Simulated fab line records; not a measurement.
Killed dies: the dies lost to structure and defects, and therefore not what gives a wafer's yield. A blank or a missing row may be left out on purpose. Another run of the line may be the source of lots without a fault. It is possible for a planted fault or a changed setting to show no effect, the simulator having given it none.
8D (eight disciplines) problem report, filled in by code :: flow sky130 :: the parts of the form that need people (team, actions taken, sign-off) are left out

1. WHAT IS WRONG
Wafers free of any fault read 0.429 ohm/sq (standard deviation 0.0042) for VIA1_W_RS at SKY_VIA1_RS_MEAS_22, against a mean of 0.400 ohm/sq on 9 wafers of 3 lots. That is -6.8 standard deviations from the usual mean.
The step: measures by four-point-probe.
The first sign was on wafer L807.2 at day 38 07:34, on film metro-03. Wafers with a number at this step in the record: 30, from 10 lots. By rule, "out" or "out of limits" means more than 4 standard deviations away from the usual mean. All remaining wafers that have a number are taken as sound.

2. WHAT IT IS; WHAT IT IS NOT
question: which readings at this step
is: VIA1_W_RS
is not: -

question: which lots
is: L807, L808, L809
is not: L794, L796, L797, L798, L799, L814, L815

question: which wafers of those lots
is: all that have a number
is not: -

question: read on which gauges
is: film metro-01, film metro-02, film metro-03
is not: -

question: when
is: from day 38 07:34
is not: up to then (15 sound wafers); but 6 sound wafers of L814, L815 came after

3. THE SUSPECTS, EACH WITH WHAT RULES IT OUT
Counting: any tool at a process step up to the reading is kept as a suspect provided that every lot that is out went through it and no sound lot did after the first of them.
- the gauge at SKY_VIA1_RS_MEAS_22: ruled out. 3 gauges (film metro-01, film metro-02, film metro-03) read the wafers that are out.
- cvd w-01 at SKY_VIA1_CVD_21 (deposits W, target thk 270 nm, time 80.902 s): kept. It ran every lot that is out, first L807 (day 38 07:27), and no sound lot after that; its last sound lot up to then is L798 (day 35 13:40). Its own chamber pressure Torr readings are out on those wafers.
The count leaves cvd w-01 at SKY_VIA1_CVD_21.

4. THE CAUSE (what the simulator had put in)
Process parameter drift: cvd w-01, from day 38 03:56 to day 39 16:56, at SKY_VIA1_CVD_21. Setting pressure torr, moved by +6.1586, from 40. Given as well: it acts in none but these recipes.
The count eliminated every tool but this one.

5. THE CHAIN OF EFFECTS, in route order
Each row: a reading whose mean over the struck wafers that have a number lies more than 3 standard deviations from the usual. Readings are gone through only where the record gives a usual standard deviation; hours: the median, over the lots, of the time from a lot's start at the first step in this table giving one to that lot's start at this step; sigmas: the change measured in usual standard deviations.
hours: 0
step: SKY_VIA1_CVD_21
reading: chamber pressure Torr
usual: 40.00 Torr
on struck wafers: 46.16
change: +6.16
sigmas: +71

hours: 0
step: SKY_VIA1_RS_MEAS_22
reading: VIA1_W_RS
usual: 0.429 ohm/sq
on struck wafers: 0.400
change: -0.029
sigmas: -6.8

hours: 0
step: SKY_VIA1_THK_MEAS_23
reading: VIA1_W_THK
usual: 260 nm
on struck wafers: 278
change: +18
sigmas: +4.4
Process steps it contains:
- SKY_VIA1_CVD_21: deposits W, target thk 270 nm, time 80.902 s.

6. WHAT WOULD HAVE CAUGHT IT SOONER
4 hours passed between the start of the fault at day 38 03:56 and the first reading out of limits at a measuring or inspecting step in this record, taken at day 38 07:34.
The tool's own readings at SKY_VIA1_CVD_21 were out on every struck wafer that the step has a row for (chamber pressure Torr): an alarm limit on them would have fired on the first of those.
L808, L809, from the lots that are out (3), started SKY_VIA1_CVD_21 on cvd w-01 later than day 38 07:34. A hold on the tool at that time would have spared those 2.
